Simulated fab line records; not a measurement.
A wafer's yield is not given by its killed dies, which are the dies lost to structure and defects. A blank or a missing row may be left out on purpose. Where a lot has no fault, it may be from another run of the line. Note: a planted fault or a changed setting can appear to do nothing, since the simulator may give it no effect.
fab line records	flow sky130
record: lots: 9	wafers: 27	lastDay: 50
route steps=708 shown METAL4@598 CAP2M@604 PAD_OPEN@708
lots untouched by any fault: they come from a run of this same line in which no faults occurred
startH: the number of hours between the record's first day and the start of the first shown wafer of the lot	waitH: hours from the lot's prior step to this one	" identical to the entry in the row above	L1.1+2: several wafers, shown together as one row	- no value, or no start was given	* or withheld: withheld	< > ~ a bound
route shown NAME@n: NAME is a module with steps in the file, n the number in the route of the first one	usual: mean/standard deviation of fault-free wafers	same: alike in all rows	chamber/n: place in a boat	sites: readings site by site	_std_site: standard deviation across them	_edge_site: inner sites' mean taken away from outer sites' mean	radiusMm: for every site, how far away it sits from the centre of the wafer	mask NAME#n: copy n	behind: the most recent tool/chamber to have shaped the wafer	hold: reason for holding the lot/hours on hold/outcome of the hold	device: which transistor (n, p or np) failed to switch	end of line: tests run on the same wafers once the route is complete	step lacking rows: just its recipe	killed: dies that structure and defects cost at the first sort, which is not the same as the wafer's yield	map: a wafer's dies, marking killed ones x, the rest . and places with no die _
set.NAME: the setting as run; set.NAME@STEP: as run at that earlier step	model.NAME: the simulator's own value behind a step, which no gauge read
the route's steps for a sample of lots (tables are steps, rows are wafers)
services: from which hour (startH, from the record's first day; less than 0 if before it) a tool's chamber was out of use, for how many hours, and why
== steps ==
step: SKY_METAL4_SPUTTER_00
recipe: material: Ti	targetThkNm: 15	powerW: 3000	timeS: 10	chamberPressurePa: 0.4
usual: cathodeDcPowerW: 3000.0/0.57	chamberPressurePa: 0.4000/0.0008	throttleValvePct: 29.5/0.85
lot.wafer	tool	chamber	startH	waitH	cathodeDcPowerW	chamberPressurePa	throttleValvePct
L935.3	pvdSputter-04	-	948.74	0.2	3000.1	0.3992	30.0
L935.4	"	-	"	"	2999.5	0.3991	29.2
L935.6	"	-	"	"	2999.1	0.4001	30.2
L939.3	pvdSputter-03	-	974.99	0.1	2999.2	0.3988	28.9
L939.5	"	-	"	"	2999.8	0.4002	30.6
L939.6	"	-	"	"	2999.9	0.3986	28.5
L940.2	pvdSputter-04	-	986.27	0.2	3000.9	0.3997	30.1
L940.5	"	-	"	"	3000.1	0.3990	27.8
L940.6	"	-	"	"	2999.9	0.4000	30.5
L949.3	pvdSputter-01	-	1042.96	0.2	3001.2	0.3995	29.2
L949.5	"	-	"	"	2999.6	0.4007	29.8
L949.6	"	-	"	"	3000.4	0.3996	29.9
L951.1	pvdSputter-04	-	1046.10	0.1	2999.3	0.4007	28.9
L951.2	"	-	"	"	2999.4	0.4000	29.9
L951.6	"	-	"	"	3000.3	0.4012	29.1
L952.1	pvdSputter-04	-	1061.19	0.2	2999.5	0.4007	27.9
L952.2	"	-	"	"	2999.8	0.3997	30.6
L952.6	"	-	"	"	2999.7	0.4004	30.9
L953.1	pvdSputter-04	-	1065.69	0.2	2999.5	0.4004	30.1
L953.2	"	-	"	"	2998.5	0.4000	28.3
L953.5	"	-	"	"	2999.5	0.4009	30.6
L954.1	pvdSputter-04	-	1068.85	0.1	2999.6	0.4011	30.3
L954.2	"	-	"	"	3000.2	0.3989	30.0
L954.5	"	-	"	"	2999.4	0.3993	30.5
L955.3	pvdSputter-04	-	1074.39	0.2	2999.1	0.3999	29.3
L955.4	"	-	"	"	3000.3	0.3995	28.1
L955.6	"	-	"	"	3001.1	0.4004	29.1
step: SKY_METAL4_SPUTTER_04
recipe: material: TiN	targetThkNm: 70	powerW: 6500	timeS: 58.3	chamberPressurePa: 0.4
usual: cathodeDcPowerW: 6500.1/1.1	chamberPressurePa: 0.4001/0.00075	throttleValvePct: 29.5/0.84
lot.wafer	tool	chamber	startH	waitH	cathodeDcPowerW	chamberPressurePa	throttleValvePct
L935.3	pvdSputter-04	-	948.84	0.0	6498.7	0.4002	29.7
L935.4	"	-	"	"	6498.7	0.3993	29.0
L935.6	"	-	"	"	6501.3	0.3993	30.6
L939.3	pvdSputter-03	-	975.09	0.0	6499.6	0.3996	28.6
L939.5	"	-	"	"	6499.1	0.3999	30.5
L939.6	"	-	"	"	6498.0	0.3989	28.5
L940.2	pvdSputter-04	-	986.38	0.0	6500.2	0.3994	30.2
L940.5	"	-	"	"	6500.1	0.4004	28.3
L940.6	"	-	"	"	6499.7	0.3997	30.6
L949.3	pvdSputter-01	-	1043.07	0.0	6499.7	0.4000	28.7
L949.5	"	-	"	"	6500.1	0.4006	29.5
L949.6	"	-	"	"	6499.0	0.4009	30.1
L951.1	pvdSputter-04	-	1046.20	0.0	6499.7	0.4005	29.0
L951.2	"	-	"	"	6501.6	0.4013	30.1
L951.6	"	-	"	"	6501.5	0.3999	29.2
L952.1	pvdSputter-04	-	1061.29	0.0	6501.1	0.4001	27.9
L952.2	"	-	"	"	6500.4	0.4004	30.4
L952.6	"	-	"	"	6501.7	0.4011	30.3
L953.1	pvdSputter-04	-	1065.80	0.0	6500.1	0.4001	30.0
L953.2	"	-	"	"	6499.6	0.4001	28.0
L953.5	"	-	"	"	6500.1	0.4000	30.4
L954.1	pvdSputter-04	-	1068.96	0.0	6499.5	0.3999	30.3
L954.2	"	-	"	"	6499.5	0.3999	30.0
L954.5	"	-	"	"	6501.2	0.3996	30.0
L955.3	pvdSputter-04	-	1074.49	0.0	6500.1	0.3991	29.3
L955.4	"	-	"	"	6500.5	0.4004	27.9
L955.6	"	-	"	"	6498.1	0.3994	29.1
step: SKY_CAP2M_THK_MEAS_01
recipe: reads: SiO2_of_CAP2M_CVD_00
usual: CAP2M_CVD_00_THK: 15.45/0.24
lot.wafer	tool	chamber	startH	waitH	CAP2M_CVD_00_THK[nm]
L935.3	filmMetro-02	-	948.94	-	15.48
L935.4	"	-	"	"	15.45
L935.6	"	-	"	"	15.53
L939.3	filmMetro-01	-	975.18	-	15.28
L939.5	"	-	"	"	15.41
L939.6	"	-	"	"	15.67
L940.2	filmMetro-02	-	986.46	-	15.36
L940.5	"	-	"	"	15.85
L940.6	"	-	"	"	15.73
L949.3	filmMetro-03	-	1043.16	-	15.09
L949.5	"	-	"	"	15.28
L949.6	"	-	"	"	15.61
L951.1	filmMetro-03	-	1046.27	-	15.32
L951.2	"	-	"	"	15.30
L951.6	"	-	"	"	15.63
L952.1	filmMetro-02	-	1061.36	-	15.68
L952.2	"	-	"	"	15.17
L952.6	"	-	"	"	16.02
L953.1	filmMetro-03	-	1065.87	-	15.87
L953.2	"	-	"	"	15.26
L953.5	"	-	"	"	15.55
L954.1	filmMetro-02	-	1069.03	-	15.23
L954.2	"	-	"	"	15.16
L954.5	"	-	"	"	15.46
L955.3	filmMetro-03	-	1074.58	-	15.70
L955.4	"	-	"	"	15.66
L955.6	"	-	"	"	15.77
step: SKY_CAP2M_SPUTTER_02
recipe: material: TiN	targetThkNm: 200	tempC: 300	powerW: 6500	timeS: 166.7	chamberPressurePa: 0.4
usual: cathodeDcPowerW: 6500.0/1.2	chamberPressurePa: 0.4001/0.00078	throttleValvePct: 29.8/0.58
lot.wafer	tool	chamber	startH	waitH	cathodeDcPowerW	chamberPressurePa	throttleValvePct
L935.3	pvdSputter-01	-	948.98	0.0	6499.6	0.4002	30.0
L935.4	"	-	"	"	6501.4	0.3992	29.7
L935.6	"	-	"	"	6498.8	0.4015	29.1
L939.3	pvdSputter-01	-	975.22	0.0	6502.0	0.4011	29.8
L939.5	"	-	"	"	6499.1	0.3994	30.0
L939.6	"	-	"	"	6500.2	0.3992	29.8
L940.2	pvdSputter-01	-	986.51	0.0	6500.2	0.4000	28.9
L940.5	"	-	"	"	6501.7	0.4002	29.9
L940.6	"	-	"	"	6500.9	0.4006	30.0
L949.3	pvdSputter-04	-	1043.20	0.0	6498.5	0.4003	28.1
L949.5	"	-	"	"	6500.7	0.4008	30.0
L949.6	"	-	"	"	6498.2	0.4001	30.6
L951.1	pvdSputter-02	-	1046.33	0.1	6501.4	0.4020	30.3
L951.2	"	-	"	"	6501.6	0.3987	30.9
L951.6	"	-	"	"	6499.3	0.4003	29.5
L952.1	pvdSputter-01	-	1061.42	0.1	6499.9	0.4009	29.3
L952.2	"	-	"	"	6500.0	0.4005	29.9
L952.6	"	-	"	"	6499.7	0.4013	29.2
L953.1	pvdSputter-01	-	1065.93	0.1	6500.2	0.4006	29.9
L953.2	"	-	"	"	6500.7	0.3994	29.0
L953.5	"	-	"	"	6499.5	0.4005	30.0
L954.1	pvdSputter-01	-	1069.09	0.1	6499.4	0.3991	29.2
L954.2	"	-	"	"	6500.5	0.4009	29.6
L954.5	"	-	"	"	6501.8	0.4005	29.0
L955.3	pvdSputter-01	-	1074.62	0.0	6501.4	0.4007	29.1
L955.4	"	-	"	"	6498.8	0.4005	30.4
L955.6	"	-	"	"	6499.3	0.4001	30.0
step: SKY_CAP2M_RS_MEAS_03
recipe: thkMeasGauge: four-point-probe	reads: TiN_of_CAP2M_SPUTTER_02
usual: CAP2M_TIN_RS: 6.96/0.075
lot.wafer	tool	chamber	startH	waitH	CAP2M_TIN_RS[ohm/sq]
L935.3	filmMetro-02	-	949.13	0.1	6.85
L935.4	"	-	"	"	6.85
L935.6	"	-	"	"	6.82
L939.3	filmMetro-02	-	975.37	0.1	9.46
L939.5	"	-	"	"	9.52
L939.6	"	-	"	"	7.09
L940.2	filmMetro-02	-	986.64	0.1	7.06
L940.5	"	-	"	"	9.38
L940.6	"	-	"	"	6.94
L949.3	filmMetro-02	-	1043.35	0.1	6.86
L949.5	"	-	"	"	6.93
L949.6	"	-	"	"	6.97
L951.1	filmMetro-02	-	1046.44	0.1	6.87
L951.2	"	-	"	"	6.97
L951.6	"	-	"	"	6.98
L952.1	filmMetro-02	-	1061.53	0.1	6.94
L952.2	"	-	"	"	6.94
L952.6	"	-	"	"	6.93
L953.1	filmMetro-01	-	1066.04	0.1	6.95
L953.2	"	-	"	"	6.94
L953.5	"	-	"	"	6.96
L954.1	filmMetro-01	-	1069.20	0.1	7.00
L954.2	"	-	"	"	6.99
L954.5	"	-	"	"	7.00
L955.3	filmMetro-01	-	1074.77	0.1	6.99
L955.4	"	-	"	"	6.93
L955.6	"	-	"	"	6.98
step: SKY_CAP2M_THK_MEAS_04
recipe: thkMeasGauge: xrf	reads: TiN_of_CAP2M_SPUTTER_02
usual: CAP2M_TIN_THK: 197.5/2.2
lot.wafer	tool	chamber	startH	waitH	CAP2M_TIN_THK[nm]
L935.3	filmMetro-02	-	949.23	0.1	201.1
L935.4	"	-	"	"	200.9
L935.6	"	-	"	"	201.4
L939.3	filmMetro-02	-	975.47	0.1	147.6
L939.5	"	-	"	"	146.6
L939.6	"	-	"	"	194.5
L940.2	filmMetro-02	-	986.75	0.1	196.4
L940.5	"	-	"	"	148.9
L940.6	"	-	"	"	198.3
L949.3	filmMetro-02	-	1043.45	0.1	200.8
L949.5	"	-	"	"	198.7
L949.6	"	-	"	"	197.3
L951.1	filmMetro-02	-	1046.56	0.1	200.0
L951.2	"	-	"	"	197.5
L951.6	"	-	"	"	197.1
L952.1	filmMetro-02	-	1061.65	0.1	198.0
L952.2	"	-	"	"	198.0
L952.6	"	-	"	"	198.2
L953.1	filmMetro-01	-	1066.16	0.1	197.1
L953.2	"	-	"	"	198.9
L953.5	"	-	"	"	197.4
L954.1	filmMetro-01	-	1069.32	0.1	195.2
L954.2	"	-	"	"	195.2
L954.5	"	-	"	"	196.2
L955.3	filmMetro-01	-	1074.87	0.1	196.4
L955.4	"	-	"	"	198.0
L955.6	"	-	"	"	195.5
step: SKY_CAP2M_METAL_ETCH_13
recipe: targetDepthNm: 220	stopOn: SiO2	chemistry: Cl2/BCl3	target: TiN	pressureMtorr: 10	icpW: 900	biasW: 48.5	Cl2_flow_sccm: 60	bcl3FlowSccm: 30	timeS: 62.9
usual: drypumpMotorCurrentA: 5.6/0.57	oesProductAu: 0.938/0.0074	throttleValvePct: 21.904/0.011
lot.wafer	tool	chamber	startH	waitH	drypumpMotorCurrentA	oesProductAu	rfHoursCounterH	throttleValvePct
L935.3	rieMetal-03	0	973.41	0.1	5.2	0.947	-	21.896
L935.4	"	0	"	"	5.2	0.949	-	21.898
L935.6	"	0	"	"	5.2	0.952	-	21.885
L939.3	rieMetal-03	0	998.85	0.0	5.2	0.784	-	21.976
L939.5	"	0	"	"	5.2	0.800	-	21.998
L939.6	"	1	"	"	5.9	0.926	-	21.933
L940.2	rieMetal-02	0	1009.83	0.0	5.9	0.932	11	21.903
L940.5	"	0	"	"	5.9	0.802	-	21.991
L940.6	"	1	"	"	4.7	0.934	-	21.906
L949.3	rieMetal-02	1	1064.45	0.0	4.7	0.951	-	21.903
L949.5	"	0	"	"	5.9	0.947	-	21.886
L949.6	"	1	"	"	4.7	0.941	-	21.881
L951.1	rieMetal-02	1	1068.33	0.0	4.7	0.953	15	21.896
L951.2	"	0	"	"	5.9	0.939	14	21.893
L951.6	"	0	"	"	5.9	0.945	-	21.934
L952.1	rieMetal-04	0	1082.01	0.0	6.5	0.943	18	21.920
L952.2	"	1	"	"	5.3	0.938	15	21.884
L952.6	"	0	"	"	6.4	0.937	-	21.893
L953.1	rieMetal-03	1	1087.31	0.0	5.9	0.933	7	21.918
L953.2	"	0	"	"	5.2	0.947	13	21.902
L953.5	"	0	"	"	5.2	0.928	-	21.911
L954.1	rieMetal-02	0	1090.46	0.0	5.9	0.931	15	21.908
L954.2	"	1	"	"	4.7	0.947	17	21.908
L954.5	"	0	"	"	5.9	0.937	-	21.882
L955.3	rieMetal-02	0	1095.80	0.0	5.9	0.931	-	21.908
L955.4	"	1	"	"	4.7	0.940	-	21.908
L955.6	"	1	"	"	4.7	0.929	-	21.897
step: SKY_PAD_OPEN_PROBE_99
usual: defectLimitedYield: 82.3/2	killed_at_M0_to_M3: 44/7	killed_at_M4_up: 3.1/1.8	killedAtContacts: 25/5.1	killedAtFrontEnd: 15/4.3	killedAtOther: 0.3/0.61	killedDies: 87/9.8	killedOpen: 48/7	killedShort: 38/6.3	sort_bin_3_pad_short: 0.9/0.39	sort_bin_5_function: 10.3/1.5	sort_bin_6_memory: 6.5/1.2	sortNPass: 405/9.8	sortYieldPct: 82.3/2
same: grossDies: 492	killedAtBackSide: 0	sort_bin_4_leakage[%]: 0	sort_bin_8_speed[%]: 0
lot.wafer	tool	chamber	startH	waitH	defectLimitedYield[%]	killed_at_M0_to_M3	killed_at_M4_up	killedAtContacts	killedAtFrontEnd	killedAtOther	killedDies	killedOpen	killedShort	sort_bin_3_pad_short[%]	sort_bin_5_function[%]	sort_bin_6_memory[%]	sortNPass	sortYieldPct[%]
L935.3	prober-02	-	1091.94	0.2	82.7	49	1	26	9	0	85	49	36	1.0	9.6	6.7	407	82.7
L935.4	prober-02	-	1091.99	0.2	84.3	33	4	29	11	0	77	41	35	0	9.8	5.9	415	84.3
L935.6	prober-02	-	1092.09	0.2	85.4	36	2	18	16	0	72	37	35	1.0	8.1	5.5	420	85.4
L939.3	prober-02	-	1114.17	0.2	83.5	34	2	26	18	1	81	48	33	0.4	9.8	6.3	411	83.5
L939.5	prober-02	-	1114.27	0.2	81.9	45	5	21	17	1	89	48	41	0.6	10.6	6.9	403	81.9
L939.6	prober-02	-	1114.32	0.2	81.1	51	7	19	16	0	93	55	37	0.8	12.0	6.1	399	81.1
L940.2	prober-01	-	1122.34	0.1	81.7	43	5	26	16	0	90	45	44	0.4	11.2	6.7	402	81.7
L940.5	prober-01	-	1122.49	0.2	81.1	51	4	23	15	0	93	42	50	1.2	11.4	6.3	399	81.1
L940.6	prober-01	-	1122.54	0.2	81.3	46	3	20	23	0	92	59	31	0.6	10.0	8.1	400	81.3
L949.3	prober-02	-	1168.54	0.2	81.3	51	3	25	13	0	92	50	42	1.0	11.4	6.3	400	81.3
L949.5	prober-02	-	1168.64	0.2	83.1	39	4	27	12	1	83	43	40	0.6	12.0	4.3	409	83.1
L949.6	prober-02	-	1168.69	0.2	78.7	47	8	29	18	3	105	52	53	0.8	12.8	7.7	387	78.7
L951.1	prober-02	-	1172.19	0.1	84.1	40	1	20	17	0	78	51	27	1.0	10.2	4.7	414	84.1
L951.2	prober-02	-	1172.24	0.1	78.7	51	2	39	13	0	105	62	43	0.6	12.8	7.9	387	78.7
L951.6	prober-02	-	1172.44	0.2	87.2	30	4	19	10	0	63	37	26	0.8	8.9	3.0	429	87.2
L952.1	prober-01	-	1182.59	0.1	80.7	44	4	27	18	2	95	52	43	0.4	10.4	8.5	397	80.7
L952.2	prober-01	-	1182.64	0.1	83.3	41	5	26	10	0	82	42	40	1.2	8.9	6.5	410	83.3
L952.6	prober-01	-	1182.84	0.2	83.3	43	1	20	18	0	82	45	37	1.0	10.8	4.9	410	83.3
L953.1	prober-02	-	1186.00	0.1	82.5	41	5	24	16	0	86	45	41	0.2	11.4	5.9	406	82.5
L953.2	prober-02	-	1186.05	0.1	82.5	39	4	25	17	1	86	44	42	1.0	10.4	6.1	406	82.5
L953.5	prober-02	-	1186.20	0.2	83.9	32	3	24	20	0	79	45	34	1.4	9.1	5.5	413	83.9
L954.1	prober-01	-	1189.62	0.1	87.0	40	5	14	5	0	64	35	29	0	7.7	5.3	428	87.0
L954.2	prober-01	-	1189.67	0.1	81.7	50	2	19	19	0	90	47	43	0.8	11.6	5.9	402	81.7
L954.5	prober-01	-	1189.82	0.2	80.9	46	8	25	15	0	94	52	42	0.6	11.0	7.5	398	80.9
L955.3	prober-02	-	1193.79	0.2	78.7	58	3	27	17	0	105	54	50	0.8	11.6	8.9	387	78.7
L955.4	prober-02	-	1193.84	0.2	84.6	41	2	22	11	0	76	44	32	1.4	9.6	4.5	416	84.6
L955.6	prober-02	-	1193.94	0.2	82.3	52	5	21	9	0	87	60	27	0.4	10.0	7.3	405	82.3
killed by level:class
L935.3 LI_CONTACT:geometricParticle:open=12 VIA1:geometricParticle:open=12 METAL2:geometricParticle:short=6 VIA2:geometricParticle:open=6 VIA3:geometricParticle:open=6 LOCAL_INTERCONNECT:geometricParticle:short=5 VIA3:geometricParticle:short=5 POLY_GATE:geometricParticle:open=4
L935.4 LOCAL_INTERCONNECT:geometricParticle:short=8 VIA1:geometricParticle:open=7 LI_CONTACT:geometricParticle:open=6 CONTACT:geometricParticle:open=6 VIA2:geometricParticle:open=5 VIA3:geometricParticle:open=5 METAL1:geometricParticle:open=4 METAL1:geometricParticle:short=4
L935.6 VIA1:geometricParticle:open=11 LI_CONTACT:geometricParticle:open=7 FIELD_ISO:geometricParticle:short=6 METAL1:geometricParticle:short=4 METAL2:geometricParticle:short=4 VIA3:geometricParticle:open=4 LOCAL_INTERCONNECT:geometricParticle:open=3 POLY_GATE:geometricParticle:short=3
L939.3 CONTACT:geometricParticle:open=10 VIA1:geometricParticle:open=9 VIA2:geometricParticle:open=7 LOCAL_INTERCONNECT:geometricParticle:short=6 FIELD_ISO:geometricParticle:open=5 LI_CONTACT:geometricParticle:open=5 METAL1:geometricParticle:short=5 POLY_GATE:geometricParticle:open=4
L939.5 VIA1:geometricParticle:open=12 CONTACT:geometricParticle:open=9 VIA3:geometricParticle:short=7 VIA2:geometricParticle:open=6 POLY_GATE:geometricParticle:short=5 LI_CONTACT:geometricParticle:open=5 METAL4:geometricParticle:short=4 FIELD_ISO:geometricParticle:short=4
L939.6 VIA1:geometricParticle:open=16 VIA3:geometricParticle:open=10 CONTACT:geometricParticle:open=8 METAL1:geometricParticle:short=6 VIA2:geometricParticle:open=6 FIELD_ISO:geometricParticle:short=5 LI_CONTACT:geometricParticle:open=5 METAL4:geometricParticle:short=5
L940.2 VIA1:geometricParticle:open=10 LI_CONTACT:geometricParticle:open=8 CONTACT:geometricParticle:open=7 METAL2:geometricParticle:short=7 FIELD_ISO:geometricParticle:short=5 FIELD_ISO:geometricParticle:open=5 LOCAL_INTERCONNECT:geometricParticle:short=5 VIA3:geometricParticle:open=5
L940.5 VIA1:geometricParticle:open=11 VIA2:geometricParticle:open=8 CONTACT:geometricParticle:open=6 VIA1:geometricParticle:short=6 VIA2:geometricParticle:short=5 LI_CONTACT:geometricParticle:open=5 METAL2:geometricParticle:short=5 VIA3:geometricParticle:short=5
L940.6 VIA1:geometricParticle:open=15 CONTACT:geometricParticle:open=8 VIA2:geometricParticle:open=7 FIELD_ISO:geometricParticle:short=6 POLY_GATE:geometricParticle:open=6 LI_CONTACT:geometricParticle:open=6 FIELD_ISO:geometricParticle:open=5 METAL2:geometricParticle:short=5
L949.3 CONTACT:geometricParticle:open=10 CONTACT:geometricParticle:short=9 VIA1:geometricParticle:open=9 VIA2:geometricParticle:open=7 METAL2:geometricParticle:short=7 VIA3:geometricParticle:open=6 LI_CONTACT:geometricParticle:open=5 METAL1:geometricParticle:short=5
L949.5 CONTACT:geometricParticle:open=11 LI_CONTACT:geometricParticle:open=8 VIA1:geometricParticle:short=8 CONTACT:geometricParticle:short=6 VIA2:geometricParticle:open=5 VIA1:geometricParticle:open=5 FIELD_ISO:geometricParticle:open=4 VIA2:geometricParticle:short=4
L949.6 VIA1:geometricParticle:open=13 CONTACT:geometricParticle:open=11 METAL1:geometricParticle:short=8 LI_CONTACT:geometricParticle:short=7 METAL4:geometricParticle:short=7 METAL2:geometricParticle:short=7 FIELD_ISO:geometricParticle:open=6 LI_CONTACT:geometricParticle:open=5
L951.1 LI_CONTACT:geometricParticle:open=8 VIA2:geometricParticle:open=8 FIELD_ISO:geometricParticle:open=7 VIA3:geometricParticle:open=7 CONTACT:geometricParticle:open=7 VIA1:geometricParticle:open=6 VIA1:geometricParticle:short=6 CONTACT:geometricParticle:short=4
L951.2 VIA1:geometricParticle:open=14 VIA2:geometricParticle:open=12 CONTACT:geometricParticle:open=11 LI_CONTACT:geometricParticle:open=9 LI_CONTACT:geometricParticle:short=8 METAL2:geometricParticle:short=7 CONTACT:geometricParticle:short=6 POLY_GATE:geometricParticle:open=4
L951.6 VIA1:geometricParticle:open=10 CONTACT:geometricParticle:open=7 LI_CONTACT:geometricParticle:open=6 FIELD_ISO:geometricParticle:short=4 CONTACT:geometricParticle:short=4 VIA1:geometricParticle:short=4 VIA2:geometricParticle:open=4 VIA3:geometricParticle:open=4
L952.1 LI_CONTACT:geometricParticle:open=12 CONTACT:geometricParticle:open=8 POLY_GATE:geometricParticle:open=7 VIA3:geometricParticle:short=6 VIA2:geometricParticle:open=6 VIA3:geometricParticle:open=6 VIA2:geometricParticle:short=5 VIA1:geometricParticle:open=4
L952.2 METAL2:geometricParticle:short=8 CONTACT:geometricParticle:open=8 VIA3:geometricParticle:open=7 LI_CONTACT:geometricParticle:short=6 LI_CONTACT:geometricParticle:open=6 VIA1:geometricParticle:open=5 VIA2:geometricParticle:open=4 VIA2:geometricParticle:short=4
L952.6 VIA1:geometricParticle:open=13 METAL2:geometricParticle:short=8 CONTACT:geometricParticle:open=6 VIA3:geometricParticle:open=6 LI_CONTACT:geometricParticle:open=5 POLY_GATE:geometricParticle:open=4 LI_CONTACT:geometricParticle:short=4 CONTACT:geometricParticle:short=4
L953.1 VIA1:geometricParticle:open=10 METAL2:geometricParticle:short=8 LI_CONTACT:geometricParticle:open=7 VIA3:geometricParticle:open=7 CONTACT:geometricParticle:short=6 CONTACT:geometricParticle:open=6 METAL1:geometricParticle:short=6 POLY_GATE:geometricParticle:short=5
L953.2 VIA1:geometricParticle:open=11 CONTACT:geometricParticle:open=8 VIA2:geometricParticle:open=8 METAL2:geometricParticle:short=6 POLY_GATE:geometricParticle:short=6 LOCAL_INTERCONNECT:geometricParticle:short=6 FIELD_ISO:geometricParticle:open=4 LI_CONTACT:geometricParticle:short=4
L953.5 CONTACT:geometricParticle:open=12 LI_CONTACT:geometricParticle:open=6 METAL1:geometricParticle:short=6 VIA2:geometricParticle:open=6 VIA3:geometricParticle:open=5 FIELD_ISO:geometricParticle:short=4 POLY_GATE:geometricParticle:short=4 VIA3:geometricParticle:short=4
L954.1 VIA1:geometricParticle:open=13 METAL2:geometricParticle:short=10 LI_CONTACT:geometricParticle:open=8 VIA3:geometricParticle:open=7 METAL4:geometricParticle:short=4 POLY_GATE:geometricParticle:open=3 METAL1:geometricParticle:short=3 POLY_GATE:geometricParticle:short=2
L954.2 VIA1:geometricParticle:open=11 VIA3:geometricParticle:open=8 FIELD_ISO:geometricParticle:open=7 VIA1:geometricParticle:short=7 CONTACT:geometricParticle:open=6 METAL2:geometricParticle:short=5 CONTACT:geometricParticle:short=4 METAL1:geometricParticle:short=4
L954.5 VIA1:geometricParticle:open=10 CONTACT:geometricParticle:open=9 LI_CONTACT:geometricParticle:open=8 METAL2:geometricParticle:short=7 VIA3:geometricParticle:open=7 VIA2:geometricParticle:open=5 METAL4:geometricParticle:short=5 FIELD_ISO:geometricParticle:open=4
L955.3 VIA1:geometricParticle:open=16 METAL1:geometricParticle:short=10 VIA3:geometricParticle:open=9 CONTACT:geometricParticle:open=8 LI_CONTACT:geometricParticle:open=7 FIELD_ISO:geometricParticle:short=5 LI_CONTACT:geometricParticle:short=4 CONTACT:geometricParticle:short=4
L955.4 VIA1:geometricParticle:open=14 CONTACT:geometricParticle:open=8 LI_CONTACT:geometricParticle:open=7 VIA3:geometricParticle:open=6 VIA1:geometricParticle:short=5 POLY_GATE:geometricParticle:short=3 LOCAL_INTERCONNECT:geometricParticle:short=3 VIA3:geometricParticle:short=3
L955.6 VIA1:geometricParticle:open=15 VIA2:geometricParticle:open=13 VIA3:geometricParticle:open=10 CONTACT:geometricParticle:open=9 LI_CONTACT:geometricParticle:open=5 VIA1:geometricParticle:short=4 CONTACT:geometricParticle:short=3 METAL4:geometricParticle:short=3
== services ==
tool	chamber	startH	hours	kind
pvdSputter-02	-	942.36	10.4	repair
pvdSputter-01	3	943.44	-	consumableReplace:kit
pvdSputter-01	3	943.44	18.0	scheduledDown
pvdSputter-01	3	943.44	18.0	ventCycle
pvdSputter-04	-	957.31	26.4	repair
rieMetal-03	1	959.14	-	clean
rieMetal-03	1	959.14	17.3	scheduledDown
rieMetal-03	1	959.14	17.3	ventCycle
pvdSputter-03	-	1023.47	59.0	repair
pvdSputter-04	-	1033.29	4.7	repair
pvdSputter-02	1	1051.62	-	consumableReplace:kit
pvdSputter-02	1	1051.62	18.0	scheduledDown
pvdSputter-02	1	1051.62	18.0	ventCycle
rieMetal-02	0	1053.35	1.3	repair
pvdSputter-01	2	1071.74	-	consumableReplace:kit
pvdSputter-01	2	1071.74	18.0	scheduledDown
pvdSputter-01	2	1071.74	18.0	ventCycle
pvdSputter-03	1	1083.67	-	consumableReplace:kit
pvdSputter-03	1	1083.67	18.0	scheduledDown
pvdSputter-03	1	1083.67	18.0	ventCycle
pvdSputter-04	3	1091.76	-	consumableReplace:kit
pvdSputter-04	3	1091.76	18.0	scheduledDown
pvdSputter-04	3	1091.76	18.0	ventCycle
== key ==
firstSign: step: SKY_CAP2M_RS_MEAS_03	reading: CAP2M_TIN_RS	direction: up	sigmas: 33	usual: 6.96	struck: 9.45
effect: step: SKY_CAP2M_THK_MEAS_04	reading: CAP2M_TIN_THK	direction: down	sigmas: 23	usual: 197.5	struck: 147.7
effect: step: SKY_CAP2M_METAL_ETCH_13	reading: oesProductAu	direction: down	sigmas: 19	usual: 0.938	struck: 0.795
metAt SKY_CAP2M_SPUTTER_02
struckLots L939,L940
struckWafers L939.3,L939.5,L940.5
notActingAt SKY_METAL4_SPUTTER_00,SKY_METAL4_SPUTTER_04,SKY_CAP2M_THK_MEAS_01
onsetBetween 948.98 975.22
fault: kind: processParameterDrift	tool: pvdSputter-01	chamber: -	onsetH: 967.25	steps: SKY_CAP2M_SPUTTER_02	channel: timeS	offset: *	shape: step	endH: 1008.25	scope: struckWafersOnly	actsIn: *	stated: *
